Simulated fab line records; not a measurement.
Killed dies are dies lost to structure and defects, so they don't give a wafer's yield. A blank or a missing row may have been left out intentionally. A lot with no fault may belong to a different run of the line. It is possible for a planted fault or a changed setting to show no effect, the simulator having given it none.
Chamber matching + flow sky130 + SKY_CAP2M_CVD_00 on pecvd-01: 3 sister chambers
The step deposits SiO2, target thk 15.5 nm. 18 wafers are shown with their chamber, then 9 later ones without.

EACH WAFER AND ITS CHAMBER
| wafer  | chamber | heater-power-w (W) |
|--------|---------|--------------------|
| L074.1 | 0       | 736                |
| L074.2 | 2       | 801                |
| L074.3 | 1       | 694                |
| L074.4 | 0       | 744                |
| L074.5 | 2       | 819                |
| L074.6 | 1       | 715                |
| L076.2 | 0       | 741                |
| L076.4 | 1       | 765                |
| L076.6 | 2       | 762                |
| L077.2 | 1       | 615                |
| L077.4 | 0       | 699                |
| L077.6 | 1       | 613                |
| L085.2 | 2       | 914                |
| L085.3 | 1       | 703                |
| L085.6 | 1       | 726                |
| L087.3 | 0       | 708                |
| L087.5 | 1       | 759                |
| L087.6 | 0       | 675                |

SIGNATURES (averages over the wafers above)
| reading        | chamber 0 | chamber 1 | chamber 2 | scatter within a chamber |
|----------------|-----------|-----------|-----------|--------------------------|
| heater-power-w | 717.17    | 698.75    | 824.00    | 51.5                     |
Rule: for each reading, subtract the chamber's mean from the wafer's reading, divide by that reading's scatter and square the result; add these up over the readings and take the root, which gives the wafer's distance from the chamber. If the next closest chamber is less than 2 further off than the closest, the wafer can't be placed; otherwise it belongs to the closest. The scatter: the root of (the sum of the squares of (reading less its chamber's mean) over the shown wafers, divided by (wafers less chambers)).

WAFERS WITH NO CHAMBER GIVEN
| wafer  | heater-power-w (W) |
|--------|--------------------|
| L089.1 | 754                |
| L089.3 | 876                |
| L089.5 | 610                |
| L092.2 | 753                |
| L092.3 | 677                |
| L092.6 | 670                |
| L097.1 | 780                |
| L097.3 | 701                |
| L097.6 | 877                |

THE CHAMBER EACH PASSED THROUGH
| wafer  | from the rows above          | in truth |
|--------|------------------------------|----------|
| L089.1 | can't be placed: 0 or 1 or 2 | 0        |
| L089.3 | 2                            | 2        |
| L089.5 | can't be placed: 1 or 0      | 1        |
| L092.2 | can't be placed: 0 or 1 or 2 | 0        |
| L092.3 | can't be placed: 1 or 0      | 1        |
| L092.6 | can't be placed: 1 or 0      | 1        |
| L097.1 | can't be placed: 2 or 0 or 1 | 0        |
| L097.3 | can't be placed: 1 or 0      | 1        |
| L097.6 | 2                            | 2        |
Placed correctly: 2 of 9. Can't be placed from these rows: 7 (the true chamber is among the candidates in 7). Placed wrongly: 0.
